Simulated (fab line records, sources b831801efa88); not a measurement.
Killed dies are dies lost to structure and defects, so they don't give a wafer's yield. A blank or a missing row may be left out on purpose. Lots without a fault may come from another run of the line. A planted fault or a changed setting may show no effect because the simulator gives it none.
A sampling plan put to the test | flow sky130 | one fab line, 41 faults that these records tell of, each judged on the records of the lots that it struck
The plan is the line's own looks: the steps of the route at which a gauge or an inspection reads the wafer and doesn't change it. A look can be judged if struck wafers have a number there and the file gives its usual mean and standard deviation on fault-free wafers. Caught: at a look after the fault's first step, the mean of the struck wafers lies 4 or more of those standard deviations (sigma) from the usual mean. On the tool: the same test on the tool's own readings at the fault's steps. Another recipe on the struck wafers, or a record that is blank for them alone, also counts as caught.

THE FAULTS, as the simulator had put them in
1. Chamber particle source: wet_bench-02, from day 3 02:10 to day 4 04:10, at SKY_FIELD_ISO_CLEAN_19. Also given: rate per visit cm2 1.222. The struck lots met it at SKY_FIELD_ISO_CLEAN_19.
2. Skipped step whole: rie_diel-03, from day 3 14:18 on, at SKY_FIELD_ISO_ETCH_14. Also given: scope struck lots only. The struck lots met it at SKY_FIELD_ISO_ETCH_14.
3. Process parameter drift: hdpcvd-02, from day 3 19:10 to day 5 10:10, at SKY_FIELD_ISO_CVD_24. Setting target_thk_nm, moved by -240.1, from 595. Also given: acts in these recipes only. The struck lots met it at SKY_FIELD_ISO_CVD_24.
4. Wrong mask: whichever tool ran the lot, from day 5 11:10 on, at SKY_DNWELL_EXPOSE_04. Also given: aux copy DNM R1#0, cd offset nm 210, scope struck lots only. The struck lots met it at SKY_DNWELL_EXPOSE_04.
5. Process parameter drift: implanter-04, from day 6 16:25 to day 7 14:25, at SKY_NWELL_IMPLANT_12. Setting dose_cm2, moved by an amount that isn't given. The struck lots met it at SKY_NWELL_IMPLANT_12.
6. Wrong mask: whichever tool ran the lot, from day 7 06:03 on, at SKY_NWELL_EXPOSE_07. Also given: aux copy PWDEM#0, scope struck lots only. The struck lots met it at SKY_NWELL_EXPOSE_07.
7. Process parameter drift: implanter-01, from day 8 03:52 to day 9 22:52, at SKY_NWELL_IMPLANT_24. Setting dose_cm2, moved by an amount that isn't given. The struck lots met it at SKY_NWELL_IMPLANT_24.
8. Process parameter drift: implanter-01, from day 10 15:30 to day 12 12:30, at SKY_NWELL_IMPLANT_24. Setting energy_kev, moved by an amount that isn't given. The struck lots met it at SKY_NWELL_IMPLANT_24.
9. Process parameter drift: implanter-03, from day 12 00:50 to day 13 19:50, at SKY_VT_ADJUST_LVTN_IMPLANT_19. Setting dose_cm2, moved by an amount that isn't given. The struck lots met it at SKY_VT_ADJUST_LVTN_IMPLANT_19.
10. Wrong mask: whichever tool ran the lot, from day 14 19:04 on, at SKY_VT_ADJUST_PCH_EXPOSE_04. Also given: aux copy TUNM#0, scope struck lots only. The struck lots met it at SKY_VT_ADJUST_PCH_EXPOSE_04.
11. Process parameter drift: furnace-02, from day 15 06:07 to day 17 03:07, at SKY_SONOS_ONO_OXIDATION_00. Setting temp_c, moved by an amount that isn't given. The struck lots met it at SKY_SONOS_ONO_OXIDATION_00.
12. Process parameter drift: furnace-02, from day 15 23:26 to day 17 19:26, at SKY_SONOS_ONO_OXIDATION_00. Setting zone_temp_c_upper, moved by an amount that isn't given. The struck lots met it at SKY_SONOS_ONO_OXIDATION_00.
13. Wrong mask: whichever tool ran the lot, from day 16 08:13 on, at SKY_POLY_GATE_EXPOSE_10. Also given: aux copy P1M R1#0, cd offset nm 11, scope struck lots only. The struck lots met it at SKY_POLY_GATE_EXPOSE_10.
14. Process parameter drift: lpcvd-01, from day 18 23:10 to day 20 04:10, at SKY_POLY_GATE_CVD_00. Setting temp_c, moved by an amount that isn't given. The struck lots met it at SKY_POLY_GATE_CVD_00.
15. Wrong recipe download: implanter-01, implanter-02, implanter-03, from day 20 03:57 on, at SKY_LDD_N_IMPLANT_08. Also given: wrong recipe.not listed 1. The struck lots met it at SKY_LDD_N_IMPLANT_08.
16. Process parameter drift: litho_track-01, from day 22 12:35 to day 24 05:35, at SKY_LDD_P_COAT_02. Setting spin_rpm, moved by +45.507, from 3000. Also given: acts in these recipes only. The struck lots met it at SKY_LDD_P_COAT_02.
17. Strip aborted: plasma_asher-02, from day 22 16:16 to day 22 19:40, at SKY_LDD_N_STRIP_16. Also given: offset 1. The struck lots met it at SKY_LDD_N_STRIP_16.
18. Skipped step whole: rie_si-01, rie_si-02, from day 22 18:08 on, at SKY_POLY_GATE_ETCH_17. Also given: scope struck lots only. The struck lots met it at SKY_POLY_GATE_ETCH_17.
19. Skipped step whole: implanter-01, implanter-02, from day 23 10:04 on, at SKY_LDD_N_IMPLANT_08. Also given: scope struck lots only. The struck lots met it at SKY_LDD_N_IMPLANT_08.
20. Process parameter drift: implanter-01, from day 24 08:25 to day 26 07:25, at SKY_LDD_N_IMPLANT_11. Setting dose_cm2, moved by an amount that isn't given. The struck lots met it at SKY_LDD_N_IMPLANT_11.
21. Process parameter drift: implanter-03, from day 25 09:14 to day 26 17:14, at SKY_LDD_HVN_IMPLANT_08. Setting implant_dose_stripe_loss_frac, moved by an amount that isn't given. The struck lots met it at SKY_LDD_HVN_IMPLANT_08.
22. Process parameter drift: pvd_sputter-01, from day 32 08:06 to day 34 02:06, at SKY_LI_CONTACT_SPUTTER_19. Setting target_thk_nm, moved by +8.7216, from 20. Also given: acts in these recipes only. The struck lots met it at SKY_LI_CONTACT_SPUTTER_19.
23. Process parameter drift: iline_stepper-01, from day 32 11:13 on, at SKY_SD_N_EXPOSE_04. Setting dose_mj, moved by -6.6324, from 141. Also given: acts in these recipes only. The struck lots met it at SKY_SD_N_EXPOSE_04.
24. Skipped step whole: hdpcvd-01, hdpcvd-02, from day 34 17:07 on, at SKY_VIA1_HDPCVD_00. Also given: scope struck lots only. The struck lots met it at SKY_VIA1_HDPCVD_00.
25. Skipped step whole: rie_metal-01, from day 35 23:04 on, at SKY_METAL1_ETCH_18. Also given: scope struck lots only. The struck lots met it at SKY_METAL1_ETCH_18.
26. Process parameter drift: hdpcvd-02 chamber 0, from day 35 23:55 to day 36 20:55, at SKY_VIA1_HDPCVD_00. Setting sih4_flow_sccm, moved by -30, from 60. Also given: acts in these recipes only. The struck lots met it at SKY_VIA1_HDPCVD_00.
27. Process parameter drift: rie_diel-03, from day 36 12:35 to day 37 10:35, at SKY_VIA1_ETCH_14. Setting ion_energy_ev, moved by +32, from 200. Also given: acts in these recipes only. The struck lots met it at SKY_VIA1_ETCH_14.
28. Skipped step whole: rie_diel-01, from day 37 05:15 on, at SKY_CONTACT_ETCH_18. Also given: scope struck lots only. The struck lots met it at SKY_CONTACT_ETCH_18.
29. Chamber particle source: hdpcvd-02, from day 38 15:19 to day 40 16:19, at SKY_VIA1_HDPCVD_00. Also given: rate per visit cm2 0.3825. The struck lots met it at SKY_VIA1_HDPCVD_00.
30. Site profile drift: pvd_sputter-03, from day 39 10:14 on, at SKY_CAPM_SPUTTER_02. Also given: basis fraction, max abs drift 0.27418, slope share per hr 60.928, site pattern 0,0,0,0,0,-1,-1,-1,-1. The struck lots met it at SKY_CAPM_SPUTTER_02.
31. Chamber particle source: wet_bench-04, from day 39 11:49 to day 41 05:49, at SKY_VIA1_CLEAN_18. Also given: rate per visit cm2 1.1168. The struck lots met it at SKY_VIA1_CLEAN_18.
32. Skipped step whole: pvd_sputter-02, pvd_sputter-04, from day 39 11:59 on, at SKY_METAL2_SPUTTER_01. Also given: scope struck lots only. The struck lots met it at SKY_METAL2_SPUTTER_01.
33. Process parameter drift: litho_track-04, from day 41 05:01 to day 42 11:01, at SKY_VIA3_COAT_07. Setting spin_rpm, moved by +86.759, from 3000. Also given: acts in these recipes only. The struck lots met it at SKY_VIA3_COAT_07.
34. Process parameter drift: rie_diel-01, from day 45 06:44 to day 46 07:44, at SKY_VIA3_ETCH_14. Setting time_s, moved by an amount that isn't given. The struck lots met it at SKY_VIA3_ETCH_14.
35. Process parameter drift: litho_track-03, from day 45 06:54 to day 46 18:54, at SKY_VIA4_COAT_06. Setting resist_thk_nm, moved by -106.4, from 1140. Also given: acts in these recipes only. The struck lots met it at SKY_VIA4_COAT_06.
36. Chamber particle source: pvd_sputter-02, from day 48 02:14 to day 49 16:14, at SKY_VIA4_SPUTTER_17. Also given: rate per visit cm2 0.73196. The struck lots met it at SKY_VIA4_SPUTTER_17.
37. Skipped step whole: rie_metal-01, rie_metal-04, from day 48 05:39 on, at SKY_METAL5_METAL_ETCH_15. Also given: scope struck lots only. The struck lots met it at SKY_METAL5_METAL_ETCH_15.
38. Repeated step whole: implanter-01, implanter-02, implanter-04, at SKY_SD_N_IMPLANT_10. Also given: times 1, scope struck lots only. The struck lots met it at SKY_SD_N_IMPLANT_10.
39. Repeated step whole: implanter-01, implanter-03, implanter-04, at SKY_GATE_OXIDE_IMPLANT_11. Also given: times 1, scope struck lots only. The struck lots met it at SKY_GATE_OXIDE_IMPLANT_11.
40. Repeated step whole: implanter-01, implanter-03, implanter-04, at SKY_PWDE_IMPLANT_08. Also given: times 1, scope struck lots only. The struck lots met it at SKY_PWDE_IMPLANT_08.
41. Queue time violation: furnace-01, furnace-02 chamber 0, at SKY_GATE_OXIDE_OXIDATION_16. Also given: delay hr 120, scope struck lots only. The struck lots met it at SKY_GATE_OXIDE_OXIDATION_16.

WHAT THE PLAN SAW
fault | on the tool itself                               | first look that catches it                      | reading, sigma              | median hours from its first step to that look | hours from the fault's start to the first struck lot there | judged looks passed uncaught
1     | no reading that can be judged                    | not the one look that can be judged after it    | -                           | -                                             | -                                                          | 1
2     | the tool's record is blank for the struck wafers | no look after it can be judged                  | -                           | -                                             | -                                                          | 0
3     | no reading that can be judged                    | SKY_FIELD_ISO_THK_MEAS_25                       | FIELD_ISO_CVD_24_THK -37    | 0.1                                           | 17                                                         | 0
4     | no reading that can be judged                    | no look after it can be judged                  | -                           | -                                             | -                                                          | 0
5     | dose_ions_cm2 +83 sigma                          | no look after it can be judged                  | -                           | -                                             | -                                                          | 0
6     | no reading that can be judged                    | SKY_NWELL_TW_MEAS_15                            | NWELL_TW -99 or beyond      | 9.9                                           | 13                                                         | 0
7     | dose_ions_cm2 -99 or beyond sigma                | SKY_NWELL_TW_MEAS_26                            | NWELL_2_TW -37              | 0.2                                           | 4                                                          | 0
8     | beam_energy_keV -99 or beyond sigma              | no look after it can be judged                  | -                           | -                                             | -                                                          | 0
9     | dose_ions_cm2 +99 or beyond sigma                | SKY_VT_ADJUST_LVTN_TW_MEAS_21                   | VT_ADJUST_LVTN_2_TW +18     | 0.2                                           | 10                                                         | 0
10    | no reading that can be judged                    | SKY_VT_ADJUST_PCH_TW_MEAS_10                    | VT_ADJUST_PCH_TW -93        | 13.6                                          | 19                                                         | 0
11    | tube_center_temp_C -99 or beyond sigma           | SKY_SONOS_ONO_THK_MEAS_01                       | SONOS_ONO_OXIDATION_THK -15 | 1.4                                           | 11                                                         | 0
12    | spike_tc_upper_C -30 sigma                       | none of the 7 looks that can be judged after it | -                           | -                                             | -                                                          | 7
13    | under 2 sigma                                    | SKY_POLY_GATE_CD_MEAS_13                        | cd_nm +9.2                  | 13.7                                          | 20                                                         | 0
14    | susceptor_temp_C -58 sigma                       | SKY_POLY_GATE_THK_MEAS_01                       | POLY_GATE_CVD_00_THK -30    | 1.2                                           | 7                                                          | 0
15    | under 2 sigma                                    | none of the 2 looks that can be judged after it | -                           | -                                             | -                                                          | 2
16    | spin_speed_rpm +24 sigma                         | none of the 2 looks that can be judged after it | -                           | -                                             | -                                                          | 2
17    | oes_product_au +38 sigma                         | SKY_LDD_P_TW_MEAS_11                            | LDD_P_TW -99 or beyond      | 30.2                                          | 33                                                         | 0
18    | the tool's record is blank for the struck wafers | no look after it can be judged                  | -                           | -                                             | -                                                          | 0
19    | the tool's record is blank for the struck wafers | SKY_LDD_N_TW_MEAS_17                            | LDD_N_TW -7.2               | 1.3                                           | 5                                                          | 0
20    | dose_ions_cm2 -76 sigma                          | no look after it can be judged                  | -                           | -                                             | -                                                          | 0
21    | under 2 sigma                                    | SKY_LDD_HVN_TW_MEAS_10                          | LDD_HVN_TW -5.7             | 0.2                                           | 9                                                          | 0
22    | under 2 sigma                                    | no look after it can be judged                  | -                           | -                                             | -                                                          | 0
23    | exposure_dose_mJ_cm2 -50 sigma                   | SKY_SD_N_CD_MEAS_07                             | cd_nm -5.5                  | 12.9                                          | 30                                                         | 0
24    | the tool's record is blank for the struck wafers | not the one look that can be judged after it    | -                           | -                                             | -                                                          | 1
25    | the tool's record is blank for the struck wafers | no look after it can be judged                  | -                           | -                                             | -                                                          | 0
26    | sih4_flow_sccm -99 or beyond sigma               | SKY_VIA1_THK_MEAS_01                            | VIA1_HDPCVD_THK -45         | 0.1                                           | 2                                                          | 0
27    | under 2 sigma                                    | no look after it can be judged                  | -                           | -                                             | -                                                          | 0
28    | the tool's record is blank for the struck wafers | no look after it can be judged                  | -                           | -                                             | -                                                          | 0
29    | no reading that can be judged                    | none of the 2 looks that can be judged after it | -                           | -                                             | -                                                          | 2
30    | under 2 sigma                                    | SKY_CAPM_RS_MEAS_03                             | CAPM_TIN_RS +15             | 0.1                                           | 1                                                          | 0
31    | no reading that can be judged                    | none of the 2 looks that can be judged after it | -                           | -                                             | -                                                          | 2
32    | the tool's record is blank for the struck wafers | no look after it can be judged                  | -                           | -                                             | -                                                          | 0
33    | spin_speed_rpm +48 sigma                         | none of the 2 looks that can be judged after it | -                           | -                                             | -                                                          | 2
34    | run_length_s -33 sigma                           | no look after it can be judged                  | -                           | -                                             | -                                                          | 0
35    | no reading that can be judged                    | no look after it can be judged                  | -                           | -                                             | -                                                          | 0
36    | under 2 sigma                                    | no look after it can be judged                  | -                           | -                                             | -                                                          | 0
37    | the tool's record is blank for the struck wafers | no look after it can be judged                  | -                           | -                                             | -                                                          | 0
38    | no reading that can be judged                    | SKY_SD_N_RS_MEAS_16                             | SD_N_RS -23                 | 0.8                                           | -                                                          | 0
39    | under 2 sigma                                    | SKY_GATE_OXIDE_TW_MEAS_14                       | GATE_OXIDE_TW +22           | 0.6                                           | -                                                          | 0
40    | under 2 sigma                                    | SKY_PWDE_TW_MEAS_10                             | PWDE_TW +23                 | 0.6                                           | -                                                          | 0
41    | under 2 sigma                                    | no look after it can be judged                  | -                           | -                                             | -                                                          | 0
A dash: the fault isn't caught, or these records don't give the number.

Caught at a look: 17 of 41. Caught on the tool: 22 of 41. By one or the other: 31 of 41.
Caught on the tool alone: faults 2, 5, 8, 12, 16, 18, 20, 24, 25, 28, 32, 33, 34, 37.
Caught at a look alone: faults 3, 6, 10, 13, 21, 30, 38, 39, 40.
Caught by neither: faults 1, 4, 15, 22, 27, 29, 31, 35, 36, 41.

THINNER SAMPLING
If the look that catches a fault measured only every second or every third lot, by lot number, the first struck lot would be measured this late in the worst case:
fault | struck lots at that look, in order of time | every lot | every second lot | every third lot
3     | L149, L150                                 | 17 h      | 24 h             | may miss all 2
6     | L335                                       | 13 h      | may miss it      | may miss it
7     | L109, L112, L113                           | 4 h       | 22 h             | may miss all 3
9     | L446, L445, L447                           | 10 h      | 12 h             | 21 h
10    | L367                                       | 19 h      | may miss it      | may miss it
11    | L284, L286                                 | 11 h      | may miss all 2   | may miss all 2
13    | L269                                       | 20 h      | may miss it      | may miss it
14    | L587, L589, L588                           | 7 h       | 21 h             | 21 h
17    | L562                                       | 33 h      | may miss it      | may miss it
19    | L865, L864                                 | 5 h       | 15 h             | may miss all 2
21    | L109, L111                                 | 9 h       | may miss all 2   | may miss all 2
23    | L383, L381, L384, L385                     | 30 h      | 33 h             | 41 h
26    | L962                                       | 2 h       | may miss it      | may miss it
30    | L733, L735                                 | 1 h       | may miss all 2   | may miss all 2
Hours are from the fault's start to the first struck lot that is measured. The limit of 4 sigma was tested on all struck wafers together, so one lot alone may lie under it. Other struck lots may not be in these records.

THE LONGEST TIMED WAY FROM STEP TO LOOK
Fault 17: a median of 30.2 hours passes between SKY_LDD_N_STRIP_16 and SKY_LDD_P_TW_MEAS_11. No look between them can be judged.
